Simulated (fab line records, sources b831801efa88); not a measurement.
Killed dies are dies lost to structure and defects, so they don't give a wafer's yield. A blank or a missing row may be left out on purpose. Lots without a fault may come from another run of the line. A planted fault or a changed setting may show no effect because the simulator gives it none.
Which tool did it? | flow gf180mcu | 12 lots, 36 wafers sampled, at 1 step of a route of 602

WHAT THE GAUGES READ, wafer by wafer
GF_V5_OVL_MEAS_15. Usual: V5_OVL -2 nm, standard deviation 5.6.
lot  | measured     | on         | V5_OVL (nm) | flag
L171 | day 27 18:25 | overlay-02 | 0 6 3       |
L172 | day 27 23:11 | overlay-02 | -10 -12 -15 |
L173 | day 28 10:01 | overlay-02 | 7 7 12      |
L181 | day 30 14:44 | overlay-01 | 2 -1 8      |
L182 | day 30 22:11 | overlay-01 | -1 1 3      |
L183 | day 31 03:22 | overlay-01 | -13 -11 -4  |
L186 | day 31 21:43 | overlay-02 | -6 7 9      |
L187 | day 32 01:52 | overlay-02 | -5 -6 -13   |
L188 | day 32 10:01 | overlay-01 | -7 -3 3     |
L190 | day 32 19:55 | overlay-01 | -5 -5 -3    |
L191 | day 32 23:49 | overlay-02 | -6 -8 -3    |
L193 | day 33 15:29 | overlay-01 | -1 -2 -5    |

WHICH TOOL RAN EACH LOT (tool, then ch and the chambers of the sampled wafers, then the start)
The record holds no process step before these readings.

WHAT THE TOOLS THEMSELVES READ (means of the sampled wafers that have a number; where no wafer has one, the mark that the record gives instead)
The record holds no such reading with a usual standard deviation.

THE ANSWER, worked out from the rows above alone
Rule: a lot is off if the mean of its wafers that have a number lies more than 3 standard deviations from the usual mean. A lot without any number at a reading at which 4 lots or more have one is off too. The other lots that the step has rows for count as sound. The gauges are gone through in route order, then the tools' own readings, and for those a lot's mean is taken as printed above. The first step at which some lot is off is used, and at that step the reading that is off furthest; a lot without a number counts as furthest.
No lot is off at any reading shown: from this, nothing can be told.

WHAT THE SIMULATOR HAD PUT IN
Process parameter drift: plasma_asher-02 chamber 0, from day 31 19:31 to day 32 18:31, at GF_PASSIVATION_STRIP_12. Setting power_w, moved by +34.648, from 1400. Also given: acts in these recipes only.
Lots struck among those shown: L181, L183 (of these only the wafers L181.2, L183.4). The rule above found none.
